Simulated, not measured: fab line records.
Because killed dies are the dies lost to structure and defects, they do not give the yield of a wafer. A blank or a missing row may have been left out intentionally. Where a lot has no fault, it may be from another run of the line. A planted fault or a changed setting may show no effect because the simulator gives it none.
Struck lot and sound lot, side by side | flow sky130 | 30 steps out of a route of 708
Sound: these wafers, L573.1, L573.3, L573.6. Struck: wafers L581.2, L581.3, L581.6. The cause is named last.
For every step that has rows: the tool of each side, followed by ch and its chambers, followed by its first start. Under that, the readings that differ: sound wafers | struck wafers | difference of the means | sigmas: that difference in standard deviations of wafers without a fault.
alike: words and numbers the same on both sides, and readings whose means are apart by under 2 such deviations; not compared: readings that were withheld, readings missing a value for some wafer, numbers with overlapping values and no deviation given by the record, and bounds like >300 which may hide the same value.
The two part at a step that has a row with sigmas, a row that says differs or no value, or rows on one side only. When numbers do not overlap yet have no deviation, they are printed without sigmas and do not part them. A reading missing from all wafers of one side parts the sides only when that side holds two or more wafers.

SKY_PWDE_STRIP_09: strips in O2/N2.
  sound on plasma-asher-01 ch 0,1, day 4 13:41; struck on plasma-asher-04 ch 0,1, day 6 08:38
  reading                      | sound             | struck            | difference | sigmas
  oes-product-au (a.u.)        | 0.713 0.715 0.716 | 0.723 0.726 0.724 | +0.010     | +2
  strip-time-to-endpoint-s (s) | 36.68 36.67 36.73 | 36.99 36.92 36.96 | +0.26      | +2
  alike: drypump-motor-current-A
  not compared: rf-hours-counter-h
SKY_PWDE_TW_MEAS_10:
  sound: film-metro-03 at day 4 13:47; struck: film-metro-03 at day 6 08:44
  alike: PWDE_TW
then, 7 steps without rows for these wafers: SKY_NWELL_DEHYDRATE_03 (time 60 s); SKY_NWELL_HMDS_04 (prime time 60 s); SKY_NWELL_COAT_05 (resist thk 3000 nm); SKY_NWELL_SOFTBAKE_06; SKY_NWELL_EXPOSE_07 (exposes mask NWM, target cd 840 nm); SKY_NWELL_PEB_08; SKY_NWELL_DEVELOP_09 (develop time 60 s).
SKY_NWELL_OVL_MEAS_10:
  sound: overlay-02 at day 5 07:27; struck: overlay-01 at day 7 03:51
  alike: NWELL_00_OVL
then, 2 steps without rows for these wafers: SKY_NWELL_IMPLANT_11; SKY_NWELL_IMPLANT_12.
SKY_NWELL_IMPLANT_13:
  sound on implanter-02 ch 0, day 5 07:47; struck on implanter-03 ch 0, day 7 04:13
  reading                   | sound             | struck            | difference | sigmas
  implant-ion-amu           | 31 31 31          | 11 11 11          | -20        |
  model.implant.rp-nm (nm)  | 61.03 61.03 61.03 | 163.3 163.3 163.3 | +102.3     |
  model.implant.drp-nm (nm) | 25.55 25.55 25.55 | 58.55 58.55 58.55 | +33.00     |
SKY_NWELL_STRIP_14: strips in O2/N2.
  sound on plasma-asher-01 ch 0,1, day 5 07:56; struck on plasma-asher-04 ch 0,1, day 7 04:20
  alike: drypump-motor-current-A, oes-product-au, strip-time-to-endpoint-s
  not compared: rf-hours-counter-h
SKY_NWELL_TW_MEAS_15:
  sound: film-metro-03 at day 5 08:02; struck: film-metro-03 at day 7 04:26
  alike: NWELL_TW
then, 7 steps without rows for these wafers: SKY_NWELL_DEHYDRATE_16 (time 60 s); SKY_NWELL_HMDS_17 (prime time 60 s); SKY_NWELL_COAT_18 (resist thk 3000 nm); SKY_NWELL_SOFTBAKE_19; SKY_NWELL_EXPOSE_20 (exposes mask NWM COMPLEMENT, target cd 840 nm); SKY_NWELL_PEB_21; SKY_NWELL_DEVELOP_22 (develop time 60 s).
SKY_NWELL_OVL_MEAS_23:
  sound: overlay-02 at day 6 01:33; struck: overlay-01 at day 8 00:28
  alike: NWELL_01_OVL
following that, these wafers have no rows for 1 step: SKY_NWELL_IMPLANT_24.
SKY_NWELL_STRIP_25: strips in O2/N2.
  sound on plasma-asher-03 ch 1, day 6 01:44; struck on plasma-asher-04 ch 0, day 8 00:38
  alike: drypump-motor-current-A, oes-product-au, strip-time-to-endpoint-s
  not compared: rf-hours-counter-h
SKY_NWELL_TW_MEAS_26:
  sound: film-metro-03 at day 6 01:50; struck: film-metro-01 at day 8 00:45
  reading    | sound       | struck      | difference | sigmas
  NWELL_2_TW | 507 505 506 | 494 495 496 | -11        | -3
then, 1 step without rows for these wafers: SKY_NWELL_CLEAN_27 (cleans in SC1/SC2, time 150 s).
SKY_NWELL_RTA_28: time 30 s.
  sound on rtp-anneal-02 ch 0, day 6 01:57; struck on rtp-anneal-01 ch 0, day 8 00:52
  alike: lamp-power-pct, wafer_temp_C_max
SKY_NWELL_RS_MEAS_29: measurement is done with a four-point probe.
  sound: film-metro-01 at day 6 02:03; struck: film-metro-01 at day 8 00:58
  reading           | sound             | struck | difference                    | sigmas
  NWELL_RS (ohm/sq) | 626.5 627.9 625.6 | - - -  | no value on the struck wafers |
-- the record jumps here: 40 days lie between the struck wafers' starts before and after (it left off in module NWELL and takes up again in module PAD_OPEN, whose first step shown is number 708 of the route) --
SKY_PAD_OPEN_PROBE_99:
  sound: prober-01 at day 46 12:07; struck: prober-02 at day 48 12:07
  alike: killed_at_M0_to_M3, killed_at_M4_up, killed-at-contacts, killed-at-front-end, killed-at-other, killed-dies, killed-open, killed-short

== WHERE THEY PART ==
At SKY_PWDE_STRIP_09 first; at SKY_NWELL_RS_MEAS_29 last (within this record only). Later steps at which nothing parts them and some readings are alike: SKY_PAD_OPEN_PROBE_99.

WHY: whatever the simulator had introduced
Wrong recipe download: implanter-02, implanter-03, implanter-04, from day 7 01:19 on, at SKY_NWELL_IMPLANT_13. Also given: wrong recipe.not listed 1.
